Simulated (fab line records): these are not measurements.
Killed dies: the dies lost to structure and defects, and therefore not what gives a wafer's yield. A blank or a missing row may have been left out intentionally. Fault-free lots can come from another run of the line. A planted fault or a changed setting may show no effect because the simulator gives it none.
fab line records || flow sky130
record {"lots": 7, "wafers": 21, "lastDay": 50}
route steps=708 shown VT_ADJUST_PCH@148 SONOS_TUNNEL@154
lots with no fault: from the same line, run without faults
startH: hours from the record's opening day to when the first of the lot's shown wafers began || waitH: hours elapsed since this lot's preceding step || " repeats the value in the row above || L1.1+2: several wafers, shown together as one row || - no value, or no start was given || * or withheld: withheld || < > ~ a bound
route shown NAME@n: a module of which the file shows steps, and the number in the route of the first || usual: the fault-free wafers' mean and standard deviation || same: alike in all rows || chamber/n: place in a boat || sites: readings site by site || _std_site: the values' standard deviation || _edge_site: inner sites' mean taken away from outer sites' mean || radiusMm: for every site, how far away it sits from the centre of the wafer || mask NAME#n: copy n || behind: tool/chamber where the wafer was last shaped || hold: cause of the lot's hold/its duration in hours/its outcome || device: names the non-switching transistor (n, p or np) || end of line: the route-end tests of the same wafers || a step given without rows: its recipe and nothing more || killed: not the wafer's yield, but the dies lost to structure and defects at the first sort || map: per-die view of a wafer (x killed, . not killed, _ where there is no die)
set.NAME: the setting that was run; set.NAME@STEP: the one run at that earlier step || model.NAME: the simulator's own value behind a step, which no gauge read
certain route steps with their lots: each step a table, each wafer a row
services: a tool's chamber out of use, with start hour (startH, from the record's first day; less than 0 if before it), hours out, and reason
## steps
# step SKY_VT_ADJUST_PCH_PEB_05
# recipe {"tempC": 115, "timeS": "withheld"}
# step SKY_VT_ADJUST_PCH_DEVELOP_06
# recipe {"wallAngleDeg": 90, "developer": "TMAH", "developTimeS": 60, "devTempC": 23}
# step SKY_VT_ADJUST_PCH_OVL_MEAS_07
# usual {"VT_ADJUST_PCH_OVL": "-0.4/1.4"}
{"lot.wafer": "L650.4", "tool": "overlay-01", "chamber": "-", "startH": 273.27, "waitH": "-", "VT_ADJUST_PCH_OVL[nm]": 0.0}
{"lot.wafer": "L650.5", "tool": "overlay-01", "chamber": "-", "startH": 273.27, "waitH": "-", "VT_ADJUST_PCH_OVL[nm]": -2.7}
{"lot.wafer": "L650.6", "tool": "overlay-01", "chamber": "-", "startH": 273.27, "waitH": "-", "VT_ADJUST_PCH_OVL[nm]": -2.7}
{"lot.wafer": "L651.1", "tool": "overlay-02", "chamber": "-", "startH": 283.31, "waitH": "-", "VT_ADJUST_PCH_OVL[nm]": -0.4}
{"lot.wafer": "L651.3", "tool": "overlay-02", "chamber": "-", "startH": 283.31, "waitH": "-", "VT_ADJUST_PCH_OVL[nm]": 3.2}
{"lot.wafer": "L651.5", "tool": "overlay-02", "chamber": "-", "startH": 283.31, "waitH": "-", "VT_ADJUST_PCH_OVL[nm]": 1.1}
{"lot.wafer": "L656.3", "tool": "overlay-01", "chamber": "-", "startH": 322.27, "waitH": "-", "VT_ADJUST_PCH_OVL[nm]": -1.5}
{"lot.wafer": "L656.4", "tool": "overlay-01", "chamber": "-", "startH": 322.27, "waitH": "-", "VT_ADJUST_PCH_OVL[nm]": -0.5}
{"lot.wafer": "L656.6", "tool": "overlay-01", "chamber": "-", "startH": 322.27, "waitH": "-", "VT_ADJUST_PCH_OVL[nm]": -2.9}
{"lot.wafer": "L657.2", "tool": "overlay-01", "chamber": "-", "startH": 328.01, "waitH": "-", "VT_ADJUST_PCH_OVL[nm]": 0.8}
{"lot.wafer": "L657.4", "tool": "overlay-01", "chamber": "-", "startH": 328.01, "waitH": "-", "VT_ADJUST_PCH_OVL[nm]": -2.1}
{"lot.wafer": "L657.6", "tool": "overlay-01", "chamber": "-", "startH": 328.01, "waitH": "-", "VT_ADJUST_PCH_OVL[nm]": -1.8}
{"lot.wafer": "L658.1", "tool": "overlay-02", "chamber": "-", "startH": 336.41, "waitH": "-", "VT_ADJUST_PCH_OVL[nm]": -1.0}
{"lot.wafer": "L658.3", "tool": "overlay-02", "chamber": "-", "startH": 336.41, "waitH": "-", "VT_ADJUST_PCH_OVL[nm]": -1.1}
{"lot.wafer": "L658.6", "tool": "overlay-02", "chamber": "-", "startH": 336.41, "waitH": "-", "VT_ADJUST_PCH_OVL[nm]": 0.0}
{"lot.wafer": "L666.1", "tool": "overlay-02", "chamber": "-", "startH": 399.26, "waitH": "-", "VT_ADJUST_PCH_OVL[nm]": -1.3}
{"lot.wafer": "L666.4", "tool": "overlay-02", "chamber": "-", "startH": 399.26, "waitH": "-", "VT_ADJUST_PCH_OVL[nm]": -1.5}
{"lot.wafer": "L666.6", "tool": "overlay-02", "chamber": "-", "startH": 399.26, "waitH": "-", "VT_ADJUST_PCH_OVL[nm]": 0.3}
{"lot.wafer": "L667.4", "tool": "overlay-02", "chamber": "-", "startH": 402.62, "waitH": "-", "VT_ADJUST_PCH_OVL[nm]": -1.4}
{"lot.wafer": "L667.5", "tool": "overlay-02", "chamber": "-", "startH": 402.62, "waitH": "-", "VT_ADJUST_PCH_OVL[nm]": -0.8}
{"lot.wafer": "L667.6", "tool": "overlay-02", "chamber": "-", "startH": 402.62, "waitH": "-", "VT_ADJUST_PCH_OVL[nm]": 0.7}
# step SKY_VT_ADJUST_PCH_IMPLANT_08
# recipe {"species": "B", "energyKev": 10, "doseCm2": 5e+11, "tiltDeg": "withheld"}
# step SKY_VT_ADJUST_PCH_STRIP_09
# recipe {"chemistry": "O2/N2", "powerW": 1400, "pressureMtorr": 1500, "platenTempC": "withheld", "o2FlowSccm": 3000, "n2FlowSccm": 300, "overashFraction": 0.5}
# usual {"drypumpMotorCurrentA": "6.0/0.4", "o2FlowSccm": "3000/10", "oesProductAu": "0.723/0.0048", "stripTimeToEndpointS": "37.00/0.1"}
{"lot.wafer": "L650.4", "tool": "plasmaAsher-01", "chamber": 1, "startH": 273.51, "waitH": 0.1, "drypumpMotorCurrentA": 6.7, "o2FlowSccm": 3022, "oesProductAu": 0.714, "rfHoursCounterH": "-", "stripTimeToEndpointS": 37.09}
{"lot.wafer": "L650.5", "tool": "plasmaAsher-01", "chamber": 1, "startH": 273.51, "waitH": 0.1, "drypumpMotorCurrentA": 6.7, "o2FlowSccm": 2998, "oesProductAu": 0.718, "rfHoursCounterH": "-", "stripTimeToEndpointS": 37.16}
{"lot.wafer": "L650.6", "tool": "plasmaAsher-01", "chamber": 0, "startH": 273.51, "waitH": 0.1, "drypumpMotorCurrentA": 6.1, "o2FlowSccm": 3011, "oesProductAu": 0.723, "rfHoursCounterH": "-", "stripTimeToEndpointS": 37.16}
{"lot.wafer": "L651.1", "tool": "plasmaAsher-04", "chamber": 0, "startH": 283.50, "waitH": 0.1, "drypumpMotorCurrentA": 6.0, "o2FlowSccm": 3005, "oesProductAu": 0.724, "rfHoursCounterH": 46, "stripTimeToEndpointS": 37.02}
{"lot.wafer": "L651.3", "tool": "plasmaAsher-04", "chamber": 1, "startH": 283.50, "waitH": 0.1, "drypumpMotorCurrentA": 5.3, "o2FlowSccm": 3001, "oesProductAu": 0.729, "rfHoursCounterH": "-", "stripTimeToEndpointS": 37.14}
{"lot.wafer": "L651.5", "tool": "plasmaAsher-04", "chamber": 1, "startH": 283.50, "waitH": 0.1, "drypumpMotorCurrentA": 5.3, "o2FlowSccm": 2998, "oesProductAu": 0.724, "rfHoursCounterH": "-", "stripTimeToEndpointS": 37.13}
{"lot.wafer": "L656.3", "tool": "plasmaAsher-02", "chamber": 0, "startH": 322.47, "waitH": 0.1, "drypumpMotorCurrentA": 5.8, "o2FlowSccm": 2976, "oesProductAu": 0.721, "rfHoursCounterH": "-", "stripTimeToEndpointS": 36.93}
{"lot.wafer": "L656.4", "tool": "plasmaAsher-02", "chamber": 1, "startH": 322.47, "waitH": 0.1, "drypumpMotorCurrentA": 6.1, "o2FlowSccm": 3008, "oesProductAu": 0.726, "rfHoursCounterH": "-", "stripTimeToEndpointS": 37.05}
{"lot.wafer": "L656.6", "tool": "plasmaAsher-02", "chamber": 1, "startH": 322.47, "waitH": 0.1, "drypumpMotorCurrentA": 6.1, "o2FlowSccm": 3005, "oesProductAu": 0.726, "rfHoursCounterH": "-", "stripTimeToEndpointS": 36.95}
{"lot.wafer": "L657.2", "tool": "plasmaAsher-02", "chamber": 0, "startH": 328.19, "waitH": 0.1, "drypumpMotorCurrentA": 5.8, "o2FlowSccm": 2994, "oesProductAu": 0.726, "rfHoursCounterH": 62, "stripTimeToEndpointS": 37.06}
{"lot.wafer": "L657.4", "tool": "plasmaAsher-02", "chamber": 1, "startH": 328.19, "waitH": 0.1, "drypumpMotorCurrentA": 6.1, "o2FlowSccm": 2994, "oesProductAu": 0.723, "rfHoursCounterH": "-", "stripTimeToEndpointS": 37.08}
{"lot.wafer": "L657.6", "tool": "plasmaAsher-02", "chamber": 1, "startH": 328.19, "waitH": 0.1, "drypumpMotorCurrentA": 6.0, "o2FlowSccm": 3006, "oesProductAu": 0.715, "rfHoursCounterH": "-", "stripTimeToEndpointS": 37.18}
{"lot.wafer": "L658.1", "tool": "plasmaAsher-04", "chamber": 0, "startH": 336.60, "waitH": 0.1, "drypumpMotorCurrentA": 6.0, "o2FlowSccm": 3011, "oesProductAu": 0.715, "rfHoursCounterH": 51, "stripTimeToEndpointS": 36.98}
{"lot.wafer": "L658.3", "tool": "plasmaAsher-04", "chamber": 1, "startH": 336.60, "waitH": 0.1, "drypumpMotorCurrentA": 5.3, "o2FlowSccm": 2996, "oesProductAu": 0.730, "rfHoursCounterH": "-", "stripTimeToEndpointS": 36.96}
{"lot.wafer": "L658.6", "tool": "plasmaAsher-04", "chamber": 0, "startH": 336.60, "waitH": 0.1, "drypumpMotorCurrentA": 6.0, "o2FlowSccm": 2994, "oesProductAu": 0.718, "rfHoursCounterH": "-", "stripTimeToEndpointS": 36.88}
{"lot.wafer": "L666.1", "tool": "plasmaAsher-02", "chamber": 1, "startH": 399.44, "waitH": 0.1, "drypumpMotorCurrentA": 6.1, "o2FlowSccm": 2983, "oesProductAu": 0.727, "rfHoursCounterH": 69, "stripTimeToEndpointS": 37.02}
{"lot.wafer": "L666.4", "tool": "plasmaAsher-02", "chamber": 0, "startH": 399.44, "waitH": 0.1, "drypumpMotorCurrentA": 5.8, "o2FlowSccm": 3004, "oesProductAu": 0.724, "rfHoursCounterH": "-", "stripTimeToEndpointS": 36.95}
{"lot.wafer": "L666.6", "tool": "plasmaAsher-02", "chamber": 0, "startH": 399.44, "waitH": 0.1, "drypumpMotorCurrentA": 5.8, "o2FlowSccm": 3023, "oesProductAu": 0.728, "rfHoursCounterH": "-", "stripTimeToEndpointS": 36.87}
{"lot.wafer": "L667.4", "tool": "plasmaAsher-01", "chamber": 0, "startH": 402.82, "waitH": 0.1, "drypumpMotorCurrentA": 6.1, "o2FlowSccm": 2991, "oesProductAu": 0.726, "rfHoursCounterH": "-", "stripTimeToEndpointS": 37.07}
{"lot.wafer": "L667.5", "tool": "plasmaAsher-01", "chamber": 1, "startH": 402.82, "waitH": 0.1, "drypumpMotorCurrentA": 6.7, "o2FlowSccm": 3002, "oesProductAu": 0.723, "rfHoursCounterH": "-", "stripTimeToEndpointS": 37.03}
{"lot.wafer": "L667.6", "tool": "plasmaAsher-01", "chamber": 0, "startH": 402.82, "waitH": 0.1, "drypumpMotorCurrentA": 6.2, "o2FlowSccm": 2998, "oesProductAu": 0.718, "rfHoursCounterH": "-", "stripTimeToEndpointS": 37.02}
# step SKY_VT_ADJUST_PCH_TW_MEAS_10
# usual {"VT_ADJUST_PCH_TW": "142.5/1.3"}
{"lot.wafer": "L650.4", "tool": "filmMetro-01", "chamber": "-", "startH": 273.61, "waitH": 0.1, "VT_ADJUST_PCH_TW": 141.3}
{"lot.wafer": "L650.5", "tool": "filmMetro-01", "chamber": "-", "startH": 273.61, "waitH": 0.1, "VT_ADJUST_PCH_TW": 141.7}
{"lot.wafer": "L650.6", "tool": "filmMetro-01", "chamber": "-", "startH": 273.61, "waitH": 0.1, "VT_ADJUST_PCH_TW": 141.9}
{"lot.wafer": "L651.1", "tool": "filmMetro-04", "chamber": "-", "startH": 283.60, "waitH": 0.1, "VT_ADJUST_PCH_TW": 143.5}
{"lot.wafer": "L651.3", "tool": "filmMetro-04", "chamber": "-", "startH": 283.60, "waitH": 0.1, "VT_ADJUST_PCH_TW": 143.4}
{"lot.wafer": "L651.5", "tool": "filmMetro-04", "chamber": "-", "startH": 283.60, "waitH": 0.1, "VT_ADJUST_PCH_TW": 144.1}
{"lot.wafer": "L656.3", "tool": "filmMetro-04", "chamber": "-", "startH": 322.56, "waitH": 0.1, "VT_ADJUST_PCH_TW": 143.0}
{"lot.wafer": "L656.4", "tool": "filmMetro-04", "chamber": "-", "startH": 322.56, "waitH": 0.1, "VT_ADJUST_PCH_TW": 143.4}
{"lot.wafer": "L656.6", "tool": "filmMetro-04", "chamber": "-", "startH": 322.56, "waitH": 0.1, "VT_ADJUST_PCH_TW": 143.3}
{"lot.wafer": "L657.2", "tool": "filmMetro-01", "chamber": "-", "startH": 328.30, "waitH": 0.1, "VT_ADJUST_PCH_TW": 142.2}
{"lot.wafer": "L657.4", "tool": "filmMetro-01", "chamber": "-", "startH": 328.30, "waitH": 0.1, "VT_ADJUST_PCH_TW": 142.8}
{"lot.wafer": "L657.6", "tool": "filmMetro-01", "chamber": "-", "startH": 328.30, "waitH": 0.1, "VT_ADJUST_PCH_TW": 142.2}
{"lot.wafer": "L658.1", "tool": "filmMetro-03", "chamber": "-", "startH": 336.70, "waitH": 0.1, "VT_ADJUST_PCH_TW": 143.2}
{"lot.wafer": "L658.3", "tool": "filmMetro-03", "chamber": "-", "startH": 336.70, "waitH": 0.1, "VT_ADJUST_PCH_TW": 143.2}
{"lot.wafer": "L658.6", "tool": "filmMetro-03", "chamber": "-", "startH": 336.70, "waitH": 0.1, "VT_ADJUST_PCH_TW": 142.7}
{"lot.wafer": "L666.1", "tool": "filmMetro-03", "chamber": "-", "startH": 399.54, "waitH": 0.1, "VT_ADJUST_PCH_TW": 142.8}
{"lot.wafer": "L666.4", "tool": "filmMetro-03", "chamber": "-", "startH": 399.54, "waitH": 0.1, "VT_ADJUST_PCH_TW": 142.5}
{"lot.wafer": "L666.6", "tool": "filmMetro-03", "chamber": "-", "startH": 399.54, "waitH": 0.1, "VT_ADJUST_PCH_TW": 143.0}
{"lot.wafer": "L667.4", "tool": "filmMetro-01", "chamber": "-", "startH": 402.92, "waitH": 0.1, "VT_ADJUST_PCH_TW": 139.6}
{"lot.wafer": "L667.5", "tool": "filmMetro-01", "chamber": "-", "startH": 402.92, "waitH": 0.1, "VT_ADJUST_PCH_TW": 141.0}
{"lot.wafer": "L667.6", "tool": "filmMetro-01", "chamber": "-", "startH": 402.92, "waitH": 0.1, "VT_ADJUST_PCH_TW": 140.3}
# step SKY_SONOS_TUNNEL_DEHYDRATE_00
# recipe {"tempC": 200, "timeS": 60}
# step SKY_SONOS_TUNNEL_HMDS_01
# recipe {"primeTimeS": 60, "primeTempC": 120}
# step SKY_SONOS_TUNNEL_COAT_02
# recipe {"resist": "NOVOLAK", "spinRpm": 3000, "resistThkNm": 1140}
# step SKY_SONOS_TUNNEL_SOFTBAKE_03
# recipe {"tempC": 90, "timeS": 60, "resist": "NOVOLAK"}
# step SKY_SONOS_TUNNEL_EXPOSE_04
# recipe {"maskId": "TUNM", "na": 0.6, "sourceShape": "conventional", "sigmaOuter": 0.6, "polarization": "unpolarized", "targetCdNm": 410, "doseMj": 136}
# step SKY_SONOS_TUNNEL_PEB_05
# recipe {"tempC": "withheld", "timeS": "*", "resist": "NOVOLAK"}
# step SKY_SONOS_TUNNEL_DEVELOP_06
# recipe {"resist": "NOVOLAK", "developer": "TMAH", "developTimeS": 60, "devTempC": 23}
# usual {"chillPlateTempC": "22.98/0.11", "developTimeS": "60/0"}
{"lot.wafer": "L650.4", "tool": "lithoTrack-04", "chamber": 0, "startH": 297.74, "waitH": 0.1, "chillPlateTempC": 22.94, "developTimeS": 60}
{"lot.wafer": "L650.5", "tool": "lithoTrack-04", "chamber": 0, "startH": 297.74, "waitH": 0.1, "chillPlateTempC": 23.03, "developTimeS": 60}
{"lot.wafer": "L650.6", "tool": "lithoTrack-04", "chamber": 0, "startH": 297.74, "waitH": 0.1, "chillPlateTempC": 22.87, "developTimeS": 60}
{"lot.wafer": "L651.1", "tool": "lithoTrack-03", "chamber": 0, "startH": 308.90, "waitH": 0.1, "chillPlateTempC": 23.07, "developTimeS": 60}
{"lot.wafer": "L651.3", "tool": "lithoTrack-03", "chamber": 0, "startH": 308.90, "waitH": 0.1, "chillPlateTempC": 23.04, "developTimeS": 60}
{"lot.wafer": "L651.5", "tool": "lithoTrack-03", "chamber": 0, "startH": 308.90, "waitH": 0.1, "chillPlateTempC": 22.94, "developTimeS": 60}
{"lot.wafer": "L656.3", "tool": "lithoTrack-04", "chamber": "-", "startH": 348.91, "waitH": 0.1, "chillPlateTempC": "-", "developTimeS": "-"}
{"lot.wafer": "L656.4", "tool": "lithoTrack-04", "chamber": "-", "startH": 348.91, "waitH": 0.1, "chillPlateTempC": "-", "developTimeS": "-"}
{"lot.wafer": "L656.6", "tool": "lithoTrack-04", "chamber": "-", "startH": 348.91, "waitH": 0.1, "chillPlateTempC": "-", "developTimeS": "-"}
{"lot.wafer": "L657.2", "tool": "lithoTrack-02", "chamber": "-", "startH": 354.53, "waitH": 0.1, "chillPlateTempC": "-", "developTimeS": "-"}
{"lot.wafer": "L657.4", "tool": "lithoTrack-02", "chamber": "-", "startH": 354.53, "waitH": 0.1, "chillPlateTempC": "-", "developTimeS": "-"}
{"lot.wafer": "L657.6", "tool": "lithoTrack-02", "chamber": "-", "startH": 354.53, "waitH": 0.1, "chillPlateTempC": "-", "developTimeS": "-"}
{"lot.wafer": "L658.1", "tool": "lithoTrack-03", "chamber": "-", "startH": 362.94, "waitH": 0.1, "chillPlateTempC": "-", "developTimeS": "-"}
{"lot.wafer": "L658.3", "tool": "lithoTrack-03", "chamber": "-", "startH": 362.94, "waitH": 0.1, "chillPlateTempC": "-", "developTimeS": "-"}
{"lot.wafer": "L658.6", "tool": "lithoTrack-03", "chamber": "-", "startH": 362.94, "waitH": 0.1, "chillPlateTempC": "-", "developTimeS": "-"}
{"lot.wafer": "L666.1", "tool": "lithoTrack-02", "chamber": 0, "startH": 426.55, "waitH": 0.1, "chillPlateTempC": 22.95, "developTimeS": 60}
{"lot.wafer": "L666.4", "tool": "lithoTrack-02", "chamber": 0, "startH": 426.55, "waitH": 0.1, "chillPlateTempC": 23.01, "developTimeS": 60}
{"lot.wafer": "L666.6", "tool": "lithoTrack-02", "chamber": 0, "startH": 426.55, "waitH": 0.1, "chillPlateTempC": 22.94, "developTimeS": 60}
{"lot.wafer": "L667.4", "tool": "lithoTrack-04", "chamber": 0, "startH": 433.23, "waitH": 0.1, "chillPlateTempC": 22.85, "developTimeS": 60}
{"lot.wafer": "L667.5", "tool": "lithoTrack-04", "chamber": 0, "startH": 433.23, "waitH": 0.1, "chillPlateTempC": 22.77, "developTimeS": 60}
{"lot.wafer": "L667.6", "tool": "lithoTrack-04", "chamber": 0, "startH": 433.23, "waitH": 0.1, "chillPlateTempC": 22.92, "developTimeS": 60}
# step SKY_SONOS_TUNNEL_CD_MEAS_07
# recipe {"targetCdNm": 410}
# usual {"cdNm": "410.2/2.5"}
{"lot.wafer": "L650.4", "tool": "cdSem-01", "chamber": "-", "startH": 297.87, "waitH": 0.1, "cdNm": 411.2}
{"lot.wafer": "L650.5", "tool": "cdSem-01", "chamber": "-", "startH": 297.87, "waitH": 0.1, "cdNm": 409.2}
{"lot.wafer": "L650.6", "tool": "cdSem-01", "chamber": "-", "startH": 297.87, "waitH": 0.1, "cdNm": 410.0}
{"lot.wafer": "L651.1", "tool": "cdSem-01", "chamber": "-", "startH": 309.05, "waitH": 0.1, "cdNm": 404.3}
{"lot.wafer": "L651.3", "tool": "cdSem-01", "chamber": "-", "startH": 309.05, "waitH": 0.1, "cdNm": 403.1}
{"lot.wafer": "L651.5", "tool": "cdSem-01", "chamber": "-", "startH": 309.05, "waitH": 0.1, "cdNm": 406.5}
{"lot.wafer": "L656.3", "tool": "cdSem-01", "chamber": "-", "startH": 349.05, "waitH": 0.1, "cdNm": "-"}
{"lot.wafer": "L656.4", "tool": "cdSem-01", "chamber": "-", "startH": 349.05, "waitH": 0.1, "cdNm": "-"}
{"lot.wafer": "L656.6", "tool": "cdSem-01", "chamber": "-", "startH": 349.05, "waitH": 0.1, "cdNm": "-"}
{"lot.wafer": "L657.2", "tool": "cdSem-01", "chamber": "-", "startH": 354.67, "waitH": 0.1, "cdNm": "-"}
{"lot.wafer": "L657.4", "tool": "cdSem-01", "chamber": "-", "startH": 354.67, "waitH": 0.1, "cdNm": "-"}
{"lot.wafer": "L657.6", "tool": "cdSem-01", "chamber": "-", "startH": 354.67, "waitH": 0.1, "cdNm": "-"}
{"lot.wafer": "L658.1", "tool": "cdSem-02", "chamber": "-", "startH": 363.09, "waitH": 0.1, "cdNm": "-"}
{"lot.wafer": "L658.3", "tool": "cdSem-02", "chamber": "-", "startH": 363.09, "waitH": 0.1, "cdNm": "-"}
{"lot.wafer": "L658.6", "tool": "cdSem-02", "chamber": "-", "startH": 363.09, "waitH": 0.1, "cdNm": "-"}
{"lot.wafer": "L666.1", "tool": "cdSem-01", "chamber": "-", "startH": 426.70, "waitH": 0.1, "cdNm": 412.2}
{"lot.wafer": "L666.4", "tool": "cdSem-01", "chamber": "-", "startH": 426.70, "waitH": 0.1, "cdNm": 411.1}
{"lot.wafer": "L666.6", "tool": "cdSem-01", "chamber": "-", "startH": 426.70, "waitH": 0.1, "cdNm": 409.6}
{"lot.wafer": "L667.4", "tool": "cdSem-02", "chamber": "-", "startH": 433.37, "waitH": 0.1, "cdNm": 411.9}
{"lot.wafer": "L667.5", "tool": "cdSem-02", "chamber": "-", "startH": 433.37, "waitH": 0.1, "cdNm": 412.0}
{"lot.wafer": "L667.6", "tool": "cdSem-02", "chamber": "-", "startH": 433.37, "waitH": 0.1, "cdNm": 413.5}
## services
{"tool": "plasmaAsher-01", "chamber": "-", "startH": 319.19, "hours": 1.6, "kind": "repair"}
{"tool": "plasmaAsher-04", "chamber": "-", "startH": 411.28, "hours": 1.2, "kind": "repair"}
{"tool": "plasmaAsher-02", "chamber": "-", "startH": 421.25, "hours": 9.0, "kind": "pm"}
{"tool": "plasmaAsher-02", "chamber": 0, "startH": 421.25, "hours": 9.0, "kind": "ventCycle"}
{"tool": "plasmaAsher-02", "chamber": 1, "startH": 421.25, "hours": 9.0, "kind": "ventCycle"}
{"tool": "plasmaAsher-02", "chamber": 0, "startH": 430.25, "hours": "-", "kind": "clean"}
{"tool": "plasmaAsher-02", "chamber": 1, "startH": 430.25, "hours": "-", "kind": "clean"}
## key
firstSign {"step": "SKY_SONOS_TUNNEL_DEVELOP_06", "reading": "toolRecord", "direction": "missing"}
effect none on later readings
metAt SKY_SONOS_TUNNEL_DEVELOP_06
struckWafers L656.3,L656.4,L656.6,L657.2,L657.4,L657.6,L658.1,L658.3,L658.6
laterRowsLeftOut L656.3,L656.4,L656.6,L657.2,L657.4,L657.6,L658.1,L658.3,L658.6
sortLeftOut L656.3,L656.4,L656.6,L657.2,L657.4,L657.6,L658.1,L658.3,L658.6
testerLeftOut L656,L657,L658
onsetBetween 308.90 348.91
fault {"kind": "skippedStepWhole", "tool": "lithoTrack-02,lithoTrack-03,lithoTrack-04", "chamber": "-", "onsetH": 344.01, "steps": "SKY_SONOS_TUNNEL_DEVELOP_06", "scope": "struckLotsOnly"}
# testerLeftOut: of these lots the tester's yield and bins aren't shown, on N5 and GAA mostly nor the transistor test; their killed dies are dies lost to structure and defects alone, not to doping, threshold or leakage, so they don't give the yield
# sortLeftOut: the simulated sort isn't trusted on such a fault, so these wafers' sort isn't shown, and their yield isn't known
# laterRowsLeftOut: the simulator's readings of these wafers behind a module that went badly wrong aren't trusted and aren't shown, but for the sort
